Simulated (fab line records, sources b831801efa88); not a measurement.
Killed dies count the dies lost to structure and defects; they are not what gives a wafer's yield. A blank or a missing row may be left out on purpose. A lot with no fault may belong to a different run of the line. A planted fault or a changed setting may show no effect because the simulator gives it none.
Chamber matching / flow gf180mcu / cmp-01 running GF_V2_CMP_26: 4 sister chambers
The step polishes, stops on SiO2, t overpolish 15 s, target thk 0 nm. 4 wafers are shown with their chamber, then 8 later ones without.

## WAFERS WITH THEIR CHAMBER
wafer=L431.1; chamber=3; motor_current_A (A)=12.0
wafer=L431.3; chamber=2; motor_current_A (A)=9.9
wafer=L431.6; chamber=0; motor_current_A (A)=10.2
wafer=L432.4; chamber=1; motor_current_A (A)=10.7

## WAFERS WITHOUT THEIR CHAMBER
wafer=L432.5; motor_current_A (A)=9.9
wafer=L432.6; motor_current_A (A)=10.9
wafer=L433.1; motor_current_A (A)=11.9
wafer=L433.2; motor_current_A (A)=9.7
wafer=L433.6; motor_current_A (A)=9.5
wafer=L437.1; motor_current_A (A)=10.2
wafer=L437.4; motor_current_A (A)=10.9
wafer=L437.6; motor_current_A (A)=10.0

## WHICH CHAMBER EACH ONE RAN IN
wafer=L432.5; from the rows above=can't be placed: 2 or 0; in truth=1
wafer=L432.6; from the rows above=1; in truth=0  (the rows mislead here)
wafer=L433.1; from the rows above=3; in truth=3
wafer=L433.2; from the rows above=can't be placed: 2 or 0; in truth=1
wafer=L433.6; from the rows above=can't be placed: 2 or 0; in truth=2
wafer=L437.1; from the rows above=can't be placed: 0 or 2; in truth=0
wafer=L437.4; from the rows above=1; in truth=1
wafer=L437.6; from the rows above=can't be placed: 2 or 0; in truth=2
Placed correctly: 2 of 8. Not placeable from these rows: 5 (in 3, the candidates include the true chamber). Placed wrongly: 1.
How it was worked out, from the rows above alone: a wafer's distance from a chamber is the root of the sum, over the readings, of the square of ((its reading less the chamber's mean) divided by the reading's scatter). If the next closest chamber is less than 2 further off than the closest, the wafer can't be placed; otherwise it belongs to the closest. A chamber's mean is the mean of its shown wafers. The scatter: root of mean squared gap, hidden wafer to nearest shown wafer, with one shown wafer a chamber.
